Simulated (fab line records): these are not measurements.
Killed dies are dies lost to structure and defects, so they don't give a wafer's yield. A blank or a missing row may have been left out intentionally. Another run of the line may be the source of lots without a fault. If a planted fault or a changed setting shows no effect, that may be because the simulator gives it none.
fab line records	flow sky130
record: lots: 12	wafers: 34	last_day: 52
route steps=708 shown LI_CONTACT@385 VIA1@472 VIA2@515 PAD_OPEN@708
lots that met no fault: from a run of the same line without faults
start_h: hours from the record's opening day to when the first of the lot's shown wafers began	wait_h: hours elapsed since this lot's preceding step	" repeats the value in the row above	L1.1+2: one row covering several wafers at once	- no value, or no start was given	* or withheld: withheld	< > ~ a bound
route shown NAME@n: names a module that has steps shown in the file, with the first one's number in the route	usual: average and standard deviation across the fault-free wafers	same: alike in all rows	chamber/n: place in a boat	sites: each site's reading	_std_site: standard deviation across them	_edge_site: outer sites' mean less inner sites'	radius_mm: how far each site lies from the wafer's centre	mask NAME#n: copy n	behind: the tool/chamber that last shaped the wafer	hold: cause of the lot's hold/its duration in hours/its outcome	device: the n, p or np transistor that did not switch	end of line: the tests these same wafers got at the end of their route	step lacking rows: just its recipe	killed: dies that structure and defects cost at the first sort, which is not the same as the wafer's yield	map: dies across one wafer; x = killed, . = not, _ = none there
set.NAME: the run value of the setting; set.NAME@STEP: its run value at that earlier step	model.NAME: the simulator's own value behind a step, which no gauge read
route steps across a sampled set of lots; one table per step, one row per wafer
services: from which hour (start_h, from the record's first day; less than 0 if before it) a tool's chamber was out of use, for how many hours, and why
== steps ==
step: SKY_LI_CONTACT_THK_MEAS_23
recipe: thk_meas_gauge: xrf	reads: W_of_LI_CONTACT_CVD_21
usual: LI_CONTACT_W_THK: 390/7.1
lot.wafer	tool	chamber	start_h	wait_h	LI_CONTACT_W_THK[nm]
L475.1	film_metro-02	-	715.10	0.1	379
L475.3	"	-	"	"	377
L475.5	"	-	"	"	378
L482.2	film_metro-03	-	742.54	0.1	396
L482.6	"	-	"	"	377
L485.1	film_metro-04	-	743.79	0.1	396
L485.5	"	-	"	"	394
L488.3	film_metro-04	-	745.92	0.1	391
L488.5	"	-	"	"	392
L488.6	"	-	"	"	404
L487.2	film_metro-04	-	748.45	0.1	386
L487.4	"	-	"	"	387
L487.6	"	-	"	"	386
L489.2	film_metro-04	-	875.33	0.1	388
L489.4	"	-	"	"	395
L489.5	"	-	"	"	396
L490.3	film_metro-02	-	888.03	0.1	376
L490.4	"	-	"	"	378
L490.5	"	-	"	"	374
L492.3	film_metro-03	-	891.88	0.1	386
L492.4	"	-	"	"	393
L492.5	"	-	"	"	390
L495.1	film_metro-03	-	892.61	0.1	387
L495.3	"	-	"	"	385
L495.5	"	-	"	"	385
L491.1	film_metro-04	-	895.93	0.1	390
L491.3	"	-	"	"	392
L491.4	"	-	"	"	390
L498.1	film_metro-03	-	897.19	0.1	387
L498.3	"	-	"	"	390
L498.4	"	-	"	"	390
L497.1	film_metro-04	-	899.41	0.1	387
L497.2	"	-	"	"	388
L497.4	"	-	"	"	394
step: SKY_VIA1_ETCH_14
recipe: chemistry: N2/H2	target: BARC	ion_energy_ev: 200	source_w: 500	bias_w: 100	pressure_mtorr: 30	n2_flow_sccm: 100	h2_flow_sccm: 200	stop_on: SiO2	time_s: 45.9	target_depth_a: 600
usual: chamber_pressure_mTorr: 29.997/0.028	drypump_motor_current_A: 5.7/0.67	oes_product_au: 0.855/0.0047	throttle_valve_pct: 13.224/0.0087
lot.wafer	tool	chamber	start_h	wait_h	chamber_pressure_mTorr	drypump_motor_current_A	oes_product_au	rf_hours_counter_h	throttle_valve_pct
L475.1	rie_diel-03	3	831.47	0.0	30.003	6.3	0.855	22	13.239
L475.3	"	1	"	"	30.023	6.5	0.861	12	13.227
L475.5	"	2	"	"	30.055	5.0	0.856	-	13.215
L482.2	rie_diel-03	1	855.67	0.0	29.997	6.5	0.855	13	13.228
L482.6	"	3	"	"	29.987	6.3	0.863	-	13.237
L485.1	rie_diel-02	2	858.12	0.0	29.997	4.8	0.851	9	13.211
L485.5	"	2	"	"	30.012	4.8	0.850	-	13.233
L488.3	rie_diel-02	3	860.95	0.0	29.993	5.2	0.862	11	13.227
L488.5	"	3	"	"	29.988	5.3	0.850	-	13.231
L488.6	"	0	"	"	30.018	5.1	0.856	-	13.236
L487.2	rie_diel-03	1	862.40	0.0	30.043	6.4	0.858	13	13.232
L487.4	"	3	"	"	29.974	6.3	0.855	-	13.230
L487.6	"	1	"	"	30.033	6.5	0.855	-	13.230
L489.2	rie_diel-02	1	984.28	0.0	30.017	5.3	0.844	18	13.233
L489.4	"	0	"	"	29.962	5.1	0.849	18	13.228
L489.5	"	0	"	"	29.979	5.1	0.859	-	13.217
L490.3	rie_diel-04	1	996.53	0.0	29.991	6.7	0.855	12	13.216
L490.4	"	3	"	"	30.001	6.1	0.852	12	13.224
L490.5	"	2	"	"	29.992	6.6	0.851	-	13.217
L492.3	rie_diel-02	2	1000.30	0.0	30.033	4.8	0.850	12	13.216
L492.4	"	1	"	"	30.039	5.3	0.859	18	13.216
L492.5	"	1	"	"	29.970	5.3	0.852	-	13.231
L495.1	rie_diel-04	1	1001.00	0.0	30.071	6.7	0.847	13	13.228
L495.3	"	0	"	"	29.993	5.6	0.841	3	13.228
L495.5	"	2	"	"	29.973	6.6	0.845	-	13.244
L491.1	rie_diel-02	3	1002.13	0.0	30.011	5.2	0.851	14	13.241
L491.3	"	1	"	"	30.014	5.3	0.855	18	13.230
L491.4	"	0	"	"	29.965	5.1	0.858	18	13.217
L498.1	rie_diel-04	3	1005.78	0.0	30.023	6.1	0.858	12	13.214
L498.3	"	0	"	"	29.971	5.7	0.864	3	13.224
L498.4	"	1	"	"	30.000	6.7	0.856	13	13.208
L497.1	rie_diel-02	1	1006.65	0.0	30.030	5.3	0.858	19	13.225
L497.2	"	0	"	"	30.001	5.1	0.848	19	13.221
L497.4	"	3	"	"	30.013	5.2	0.848	14	13.234
step: SKY_VIA2_SOFTBAKE_08
recipe: temp_c: 100	time_s: 90	resist: KrF-thick
usual: heater_power_total_W: 57.35/0.11	plate_temp_C: 100.00/0.11	run_length_s: 119.27/0.22
lot.wafer	tool	chamber	start_h	wait_h	heater_power_total_W	plate_temp_C	run_length_s
L475.1	litho_track-03	0	873	-	57.21	99.89	119.15
L475.3	"	0	"	"	57.23	99.78	119.22
L475.5	"	0	"	"	57.28	100.00	119.29
L482.2	litho_track-03	0	899	-	63.36	-	95.74
L482.6	"	0	"	"	57.48	99.77	119.12
L485.1	litho_track-03	0	901	-	57.32	99.98	119.45
L485.5	"	0	"	"	63.36	-	95.83
L488.3	litho_track-02	0	904	-	57.20	99.91	119.47
L488.5	"	0	"	"	57.43	99.95	119.54
L488.6	"	0	905	-	57.22	99.99	119.35
L487.2	litho_track-01	0	906	-	57.42	99.93	119.06
L487.4	"	0	"	"	57.17	99.89	118.86
L487.6	"	0	"	"	57.56	99.95	118.89
L489.2	litho_track-03	0	1025	-	57.42	100.03	119.39
L489.4	"	0	"	"	57.20	99.92	119.37
L489.5	"	0	"	"	57.24	99.91	119.32
L490.3	litho_track-03	0	1036	-	57.33	100.03	119.27
L490.4	"	0	"	"	57.34	100.07	119.46
L490.5	"	0	"	"	57.38	99.85	119.22
L492.3	litho_track-03	0	1041	-	57.44	100.20	119.15
L492.4	"	0	"	"	57.49	100.07	119.29
L492.5	"	0	"	"	57.43	100.07	119.12
L495.1	litho_track-02	0	1041	-	57.16	99.91	119.56
L495.3	"	0	"	"	57.41	100.12	119.56
L495.5	"	0	"	"	57.31	100.13	119.65
L491.1	litho_track-03	0	1041	-	57.40	100.03	119.20
L491.3	"	0	"	"	57.14	99.87	119.15
L491.4	"	0	1042	-	57.36	100.07	119.16
L498.1	litho_track-01	0	1046	-	57.56	100.05	119.05
L498.3	"	0	"	"	57.19	99.94	119.03
L498.4	"	0	"	"	57.58	100.05	118.86
L497.1	litho_track-03	0	1046	-	57.38	99.94	119.32
L497.2	"	0	"	"	57.44	99.80	119.28
L497.4	"	0	1047	-	57.25	99.91	119.20
step: SKY_VIA2_SPUTTER_20
recipe: material: TiN	target_thk_nm: 20	chamber_pressure_pa: 5	power_w: 4000	time_s: 80
usual: throttle_valve_pct: 29.7/1.2
lot.wafer	tool	chamber	start_h	wait_h	throttle_valve_pct
L475.1	pvd_sputter-03	-	888.91	0.0	28.3
L475.3	"	-	"	"	30.4
L475.5	"	-	"	"	30.4
L482.2	pvd_sputter-04	-	913.88	0.0	29.2
L482.6	"	-	"	"	29.7
L485.1	pvd_sputter-03	-	915.05	0.0	30.3
L485.5	"	-	"	"	30.5
L488.3	pvd_sputter-01	-	918.86	0.0	29.7
L488.5	"	-	"	"	28.1
L488.6	"	-	"	"	29.8
L487.2	pvd_sputter-04	-	919.63	0.0	29.2
L487.4	"	-	"	"	29.5
L487.6	"	-	"	"	29.1
L489.2	pvd_sputter-03	-	1037.68	0.0	30.2
L489.4	"	-	"	"	29.1
L489.5	"	-	"	"	30.4
L490.3	pvd_sputter-03	-	1049.45	0.0	28.2
L490.4	"	-	"	"	30.4
L490.5	"	-	"	"	30.3
L492.3	pvd_sputter-01	-	1054.08	0.0	29.2
L492.4	"	-	"	"	28.2
L492.5	"	-	"	"	29.3
L495.1	pvd_sputter-01	-	1054.75	0.0	29.8
L495.3	"	-	"	"	29.3
L495.5	"	-	"	"	29.3
L491.1	pvd_sputter-01	-	1054.81	0.0	29.1
L491.3	"	-	"	"	28.2
L491.4	"	-	"	"	28.5
L498.1	pvd_sputter-03	-	1059.10	0.0	30.4
L498.3	"	-	"	"	30.6
L498.4	"	-	"	"	28.2
L497.1	pvd_sputter-04	-	1060.00	0.0	28.9
L497.2	"	-	"	"	29.7
L497.4	"	-	"	"	29.6
step: SKY_PAD_OPEN_PROBE_99
usual: defect_limited_yield: 82.5/1.8	killed_at_M0_to_M3: 45/6.3	killed_at_M4_up: 2.8/1.6	killed_at_contacts: 24/5.1	killed_at_front_end: 14/4.4	killed_at_other: 0.4/0.73	killed_dies: 86/9	killed_open: 47/7.8	killed_short: 39/6.6	sort_bin_3_pad_short: 0.8/0.42	sort_bin_5_function: 10.3/1.4	sort_bin_6_memory: 6.3/1.2	sort_n_pass: 406/9	sort_yield_pct: 82.5/1.8
same: gross_dies: 492	killed_at_back_side: 0	sort_bin_4_leakage[%]: 0	sort_bin_8_speed[%]: 0
lot.wafer	tool	chamber	start_h	wait_h	defect_limited_yield[%]	killed_at_M0_to_M3	killed_at_M4_up	killed_at_contacts	killed_at_front_end	killed_at_other	killed_dies	killed_open	killed_short	sort_bin_3_pad_short[%]	sort_bin_5_function[%]	sort_bin_6_memory[%]	sort_n_pass	sort_yield_pct[%]
L475.1	prober-01	-	1117.94	0.1	82.5	41	3	30	9	3	86	49	37	1.6	9.6	6.3	406	82.5
L475.3	prober-01	-	1118.04	0.2	82.3	53	0	21	13	0	87	52	35	0.6	9.8	7.3	405	82.3
L475.5	prober-01	-	1118.14	0.2	81.9	45	4	28	12	0	89	57	32	1.4	9.3	7.3	403	81.9
L482.2	prober-01	-	1139.95	0.3	81.1	46	3	28	16	0	93	58	35	1.0	9.1	8.7	399	81.1
L482.6	prober-01	-	1140.15	0.5	85.4	39	2	20	11	0	72	35	37	0.6	8.1	5.9	420	85.4
L485.1	prober-02	-	1140.03	0.1	83.9	36	4	23	16	0	79	40	39	1.0	9.8	5.3	413	83.9
L485.5	prober-02	-	1140.23	0.2	83.7	45	2	27	6	0	80	45	35	0.6	10.8	4.9	412	83.7
L488.3	prober-01	-	1145.39	0.2	82.9	42	3	22	16	1	84	49	35	0.8	9.8	6.5	408	82.9
L488.5	prober-01	-	1145.49	0.2	84.3	35	4	27	11	0	77	43	34	0.2	8.3	7.1	415	84.3
L488.6	prober-01	-	1145.54	0.2	81.7	47	6	21	16	0	90	42	48	1.2	11.0	6.1	402	81.7
L487.2	prober-01	-	1147.59	0.1	82.5	39	5	18	24	0	86	40	46	2.6	10.4	4.5	406	82.5
L487.4	prober-01	-	1147.69	0.2	82.7	52	1	15	16	1	85	40	45	1.0	9.6	6.7	407	82.7
L487.6	prober-01	-	1147.79	0.2	81.3	50	2	21	19	0	92	41	51	1.6	9.8	7.3	400	81.3
L489.2	prober-01	-	1229.08	0.1	82.3	47	2	23	13	2	87	59	28	1.2	11.4	5.1	405	82.3
L489.4	prober-01	-	1229.18	0.2	81.9	47	0	20	21	1	89	47	42	1.0	10.6	6.5	403	81.9
L489.5	prober-01	-	1229.23	0.2	81.7	43	4	28	15	0	90	55	35	0.8	10.2	7.3	402	81.7
L490.3	prober-02	-	1235.93	0.2	82.7	50	3	22	9	1	85	51	33	0.2	10.0	7.1	407	82.7
L490.4	prober-02	-	1235.98	0.2	78.0	53	5	29	16	5	108	62	43	0.8	13.0	8.1	384	78.0
L490.5	prober-02	-	1236.03	0.2	83.7	36	0	27	17	0	80	54	26	0.2	11.8	4.3	412	83.7
L492.3	prober-02	-	1239.49	0.2	85.6	46	3	12	10	0	71	35	36	1.0	8.5	4.9	421	85.6
L492.4	prober-02	-	1239.54	0.2	82.7	47	3	25	9	1	85	47	37	0.8	11.6	4.9	407	82.7
L492.5	prober-02	-	1239.59	0.2	85.0	43	1	22	8	0	74	45	27	0.4	7.9	6.7	418	85.0
L495.1	prober-01	-	1239.93	0.1	81.9	43	1	31	14	0	89	58	31	0.6	12.4	5.1	403	81.9
L495.3	prober-01	-	1240.03	0.2	84.3	43	2	18	14	0	77	44	33	0.8	8.3	6.5	415	84.3
L495.5	prober-01	-	1240.13	0.2	78.3	50	4	40	13	0	107	68	39	0.4	14.0	7.3	385	78.3
L491.1	prober-02	-	1241.16	0.1	82.5	42	2	25	17	0	86	47	39	0.8	10.8	5.9	406	82.5
L491.3	prober-02	-	1241.26	0.2	83.3	55	2	14	11	0	82	47	35	0.6	9.3	6.7	410	83.3
L491.4	prober-02	-	1241.31	0.2	82.1	41	2	29	15	1	88	38	50	1.0	11.6	5.3	404	82.1
L498.1	prober-01	-	1242.66	0.1	80.5	51	0	26	19	0	96	45	51	1.0	11.8	6.7	396	80.5
L498.3	prober-01	-	1242.76	0.2	81.5	51	3	16	21	0	91	43	47	0.6	10.8	7.1	401	81.5
L498.4	prober-01	-	1242.81	0.2	81.5	47	6	24	14	0	91	48	43	0.8	11.6	6.1	401	81.5
L497.1	prober-01	-	1244.16	0.1	84.6	31	2	20	23	0	76	42	34	1.2	9.6	4.7	416	84.6
L497.2	prober-01	-	1244.21	0.1	82.7	43	1	25	15	1	85	52	33	1.0	9.3	6.9	407	82.7
L497.4	prober-01	-	1244.31	0.2	82.1	41	3	30	14	0	88	47	41	1.2	10.8	5.9	404	82.1
killed by level:class
L475.1 CONTACT:geometric_particle:open=12 VIA1:geometric_particle:open=10 CONTACT:geometric_particle:short=8 VIA3:geometric_particle:open=8 METAL1:geometric_particle:short=7 LI_CONTACT:geometric_particle:open=6 METAL2:geometric_particle:short=4 VIA2:geometric_particle:open=3
L475.3 VIA1:geometric_particle:open=17 VIA3:geometric_particle:open=10 CONTACT:geometric_particle:open=8 METAL1:geometric_particle:short=6 FIELD_ISO:geometric_particle:short=5 LI_CONTACT:geometric_particle:open=5 METAL2:geometric_particle:short=5 VIA1:geometric_particle:short=4
L475.5 CONTACT:geometric_particle:open=13 VIA1:geometric_particle:open=13 LI_CONTACT:geometric_particle:open=9 METAL2:geometric_particle:short=7 VIA1:geometric_particle:short=6 VIA3:geometric_particle:open=6 POLY_GATE:geometric_particle:open=5 VIA2:geometric_particle:open=4
L482.2 VIA1:geometric_particle:open=13 LI_CONTACT:geometric_particle:open=9 FIELD_ISO:geometric_particle:open=8 CONTACT:geometric_particle:open=8 VIA2:geometric_particle:open=8 CONTACT:geometric_particle:short=6 METAL2:geometric_particle:short=6 VIA3:geometric_particle:short=5
L485.1 LI_CONTACT:geometric_particle:open=8 POLY_GATE:geometric_particle:short=6 VIA1:geometric_particle:open=6 VIA2:geometric_particle:open=6 CONTACT:geometric_particle:open=5 METAL1:geometric_particle:short=5 VIA2:geometric_particle:short=5 VIA3:geometric_particle:open=5
L482.6 VIA1:geometric_particle:open=8 METAL2:geometric_particle:short=7 POLY_GATE:geometric_particle:short=6 VIA3:geometric_particle:open=5 LOCAL_INTERCONNECT:geometric_particle:short=5 CONTACT:geometric_particle:open=5 VIA1:geometric_particle:short=5 VIA2:geometric_particle:open=5
L485.5 VIA3:geometric_particle:open=13 LI_CONTACT:geometric_particle:open=9 CONTACT:geometric_particle:open=9 VIA1:geometric_particle:open=7 VIA1:geometric_particle:short=6 CONTACT:geometric_particle:short=6 METAL1:geometric_particle:short=5 VIA2:geometric_particle:short=4
L488.3 VIA1:geometric_particle:open=8 LOCAL_INTERCONNECT:geometric_particle:short=7 FIELD_ISO:geometric_particle:open=6 CONTACT:geometric_particle:open=6 METAL2:geometric_particle:short=6 VIA2:geometric_particle:open=6 POLY_GATE:geometric_particle:open=5 LI_CONTACT:geometric_particle:open=5
L488.5 CONTACT:geometric_particle:open=14 METAL2:geometric_particle:short=7 VIA3:geometric_particle:open=7 VIA2:geometric_particle:open=6 CONTACT:geometric_particle:short=5 VIA2:geometric_particle:short=5 VIA1:geometric_particle:open=4 FIELD_ISO:geometric_particle:open=3
L488.6 VIA1:geometric_particle:open=10 LI_CONTACT:geometric_particle:open=7 VIA1:geometric_particle:short=7 FIELD_ISO:geometric_particle:short=6 CONTACT:geometric_particle:open=6 METAL2:geometric_particle:short=6 METAL3:geometric_particle:short=6 FIELD_ISO:geometric_particle:open=5
L487.2 VIA1:geometric_particle:open=11 FIELD_ISO:geometric_particle:open=6 VIA2:geometric_particle:open=6 POLY_GATE:geometric_particle:short=6 METAL1:geometric_particle:short=6 LOCAL_INTERCONNECT:geometric_particle:short=5 CONTACT:geometric_particle:open=5 METAL4:geometric_particle:short=5
L487.4 VIA1:geometric_particle:open=11 VIA2:geometric_particle:open=8 METAL3:geometric_particle:short=6 FIELD_ISO:geometric_particle:short=5 METAL1:geometric_particle:short=5 VIA2:geometric_particle:short=5 POLY_GATE:geometric_particle:open=5 CONTACT:geometric_particle:open=5
L487.6 VIA1:geometric_particle:open=14 METAL1:geometric_particle:short=12 FIELD_ISO:geometric_particle:short=9 CONTACT:geometric_particle:open=8 CONTACT:geometric_particle:short=5 VIA1:geometric_particle:short=5 METAL2:geometric_particle:short=5 VIA2:geometric_particle:open=5
L489.2 CONTACT:geometric_particle:open=12 VIA2:geometric_particle:open=12 VIA1:geometric_particle:open=11 VIA3:geometric_particle:open=10 LI_CONTACT:geometric_particle:open=6 METAL1:geometric_particle:short=5 FIELD_ISO:geometric_particle:open=4 FIELD_ISO:geometric_particle:short=3
L489.4 VIA1:geometric_particle:open=11 VIA3:geometric_particle:open=9 POLY_GATE:geometric_particle:short=7 CONTACT:geometric_particle:open=7 VIA1:geometric_particle:short=6 LOCAL_INTERCONNECT:geometric_particle:short=4 CONTACT:geometric_particle:short=4 METAL1:geometric_particle:short=4
L489.5 CONTACT:geometric_particle:open=13 VIA1:geometric_particle:open=10 VIA2:geometric_particle:open=9 LI_CONTACT:geometric_particle:open=6 CONTACT:geometric_particle:short=5 VIA1:geometric_particle:short=5 VIA3:geometric_particle:open=5 POLY_GATE:geometric_particle:short=3
L490.3 VIA1:geometric_particle:open=15 VIA3:geometric_particle:open=10 CONTACT:geometric_particle:open=8 METAL2:geometric_particle:short=7 LOCAL_INTERCONNECT:geometric_particle:short=5 METAL1:geometric_particle:short=5 VIA2:geometric_particle:open=5 FIELD_ISO:geometric_particle:open=4
L490.4 VIA1:geometric_particle:open=11 VIA2:geometric_particle:open=11 LI_CONTACT:geometric_particle:open=10 CONTACT:geometric_particle:open=9 VIA3:geometric_particle:open=6 VIA3:geometric_particle:short=6 LOCAL_INTERCONNECT:geometric_particle:short=5 METAL2:geometric_particle:short=5
L490.5 VIA1:geometric_particle:open=10 CONTACT:geometric_particle:open=9 VIA3:geometric_particle:open=7 LI_CONTACT:geometric_particle:open=7 POLY_GATE:geometric_particle:open=6 LOCAL_INTERCONNECT:geometric_particle:short=5 VIA1:geometric_particle:short=5 POLY_CUT:geometric_particle:open=4
L492.3 VIA3:geometric_particle:open=11 VIA1:geometric_particle:open=6 VIA2:geometric_particle:open=6 METAL2:geometric_particle:short=5 METAL1:geometric_particle:short=5 VIA3:geometric_particle:short=5 FIELD_ISO:geometric_particle:short=4 CONTACT:geometric_particle:open=4
L492.4 VIA1:geometric_particle:open=10 LI_CONTACT:geometric_particle:open=9 METAL2:geometric_particle:short=7 VIA3:geometric_particle:open=7 VIA1:geometric_particle:short=6 VIA2:geometric_particle:open=5 LOCAL_INTERCONNECT:geometric_particle:short=4 CONTACT:geometric_particle:short=4
L492.5 VIA3:geometric_particle:open=13 LI_CONTACT:geometric_particle:open=8 VIA2:geometric_particle:open=8 CONTACT:geometric_particle:open=6 VIA1:geometric_particle:open=6 VIA1:geometric_particle:short=5 METAL2:geometric_particle:short=4 LI_CONTACT:geometric_particle:short=3
L495.1 LI_CONTACT:geometric_particle:open=14 CONTACT:geometric_particle:open=11 VIA1:geometric_particle:open=11 VIA2:geometric_particle:open=10 VIA1:geometric_particle:short=7 SPACER:geometric_particle:short=4 POLY_GATE:geometric_particle:short=3 CONTACT:geometric_particle:short=3
L495.3 VIA1:geometric_particle:open=10 POLY_GATE:geometric_particle:short=7 VIA2:geometric_particle:open=7 LI_CONTACT:geometric_particle:open=7 CONTACT:geometric_particle:open=6 METAL1:geometric_particle:short=5 VIA1:geometric_particle:short=5 VIA3:geometric_particle:open=5
L495.5 CONTACT:geometric_particle:open=17 LI_CONTACT:geometric_particle:open=10 VIA1:geometric_particle:open=9 VIA2:geometric_particle:open=8 FIELD_ISO:geometric_particle:open=7 METAL2:geometric_particle:short=7 VIA1:geometric_particle:short=5 CONTACT:geometric_particle:short=5
L491.1 VIA2:geometric_particle:open=9 CONTACT:geometric_particle:open=8 METAL1:geometric_particle:short=7 LOCAL_INTERCONNECT:geometric_particle:short=6 LI_CONTACT:geometric_particle:open=6 VIA3:geometric_particle:open=6 VIA1:geometric_particle:short=5 SPACER:geometric_particle:open=4
L491.3 VIA3:geometric_particle:open=11 VIA1:geometric_particle:open=9 VIA2:geometric_particle:open=7 VIA1:geometric_particle:short=7 METAL2:geometric_particle:short=5 CONTACT:geometric_particle:open=5 LI_CONTACT:geometric_particle:open=4 METAL2:geometric_particle:open=4
L491.4 CONTACT:geometric_particle:open=12 VIA1:geometric_particle:open=11 METAL1:geometric_particle:short=7 CONTACT:geometric_particle:short=6 FIELD_ISO:geometric_particle:short=5 VIA1:geometric_particle:short=5 VIA3:geometric_particle:short=5 POLY_GATE:geometric_particle:short=4
L498.1 VIA1:geometric_particle:open=9 VIA2:geometric_particle:open=9 LI_CONTACT:geometric_particle:open=8 LOCAL_INTERCONNECT:geometric_particle:short=8 VIA1:geometric_particle:short=8 FIELD_ISO:geometric_particle:short=6 POLY_GATE:geometric_particle:short=5 METAL2:geometric_particle:short=5
L498.3 VIA2:geometric_particle:open=10 VIA1:geometric_particle:open=9 VIA3:geometric_particle:short=7 LI_CONTACT:geometric_particle:open=6 METAL1:geometric_particle:short=6 FIELD_ISO:geometric_particle:short=5 VIA1:geometric_particle:short=5 METAL2:geometric_particle:short=5
L498.4 VIA1:geometric_particle:open=9 LI_CONTACT:geometric_particle:open=7 CONTACT:geometric_particle:open=7 METAL1:geometric_particle:short=6 CONTACT:geometric_particle:short=6 VIA1:geometric_particle:short=6 FIELD_ISO:geometric_particle:open=5 VIA2:geometric_particle:open=5
L497.1 FIELD_ISO:geometric_particle:open=11 LI_CONTACT:geometric_particle:open=7 CONTACT:geometric_particle:open=7 VIA1:geometric_particle:open=5 FIELD_ISO:geometric_particle:short=4 METAL1:geometric_particle:short=4 VIA2:geometric_particle:open=4 POLY_GATE:geometric_particle:short=3
L497.2 CONTACT:geometric_particle:open=14 VIA1:geometric_particle:open=9 VIA3:geometric_particle:open=8 FIELD_ISO:geometric_particle:open=7 METAL2:geometric_particle:short=7 VIA2:geometric_particle:open=6 CONTACT:geometric_particle:short=4 METAL1:geometric_particle:short=4
L497.4 CONTACT:geometric_particle:open=12 LI_CONTACT:geometric_particle:open=9 VIA2:geometric_particle:open=8 VIA3:geometric_particle:short=7 METAL2:geometric_particle:short=7 FIELD_ISO:geometric_particle:short=5 VIA1:geometric_particle:open=5 VIA3:geometric_particle:open=5
== services ==
tool	chamber	start_h	hours	kind
rie_diel-02	1	811.30	7.0	repair
rie_diel-03	0	839.52	-	clean
rie_diel-03	0	839.52	30.1	scheduled_down
rie_diel-03	0	839.52	30.1	vent_cycle
rie_diel-04	2	850.60	-	clean
rie_diel-04	2	850.60	35.7	scheduled_down
rie_diel-04	2	850.60	35.7	vent_cycle
rie_diel-04	0	886.29	-	clean
rie_diel-04	0	886.29	16.2	scheduled_down
rie_diel-04	0	886.29	16.2	vent_cycle
rie_diel-02	3	901.48	1.9	repair
rie_diel-02	3	906.77	8.7	repair
rie_diel-02	-	915.31	0.6	repair
pvd_sputter-04	-	938.79	2.2	repair
rie_diel-04	-	956.41	1.5	repair
rie_diel-03	1	957.67	6.3	repair
rie_diel-04	3	985.74	3.2	repair
pvd_sputter-01	-	990.40	2.7	repair
rie_diel-03	2	1002.02	9.2	repair
pvd_sputter-03	-	1033.16	2.4	repair
pvd_sputter-04	-	1035.67	1.0	repair
rie_diel-03	3	1054.67	-	clean
rie_diel-03	3	1054.67	32.3	scheduled_down
rie_diel-03	3	1054.67	32.3	vent_cycle
== key ==
first_sign: step: SKY_VIA2_SOFTBAKE_08	reading: run_length_s	direction: down	sigmas: 99+	usual: *	struck: *
effect: step: SKY_VIA2_SOFTBAKE_08	reading: heater_power_total_W	direction: up	sigmas: 52	usual: *	struck: *
met_at SKY_VIA2_SOFTBAKE_08
struck_lots L482,L485
struck_wafers L482.2,L485.5
not_acting_at SKY_LI_CONTACT_THK_MEAS_23,SKY_VIA1_ETCH_14,SKY_VIA2_SPUTTER_20
onset_between 873 899
fault: kind: process_parameter_drift	tool: litho_track-03	chamber: -	onset_h: 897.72	steps: SKY_VIA2_SOFTBAKE_08	channel: time_s	offset: *	shape: step	end_h: 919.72	scope: struck_wafers_only	acts_in: *	stated: *
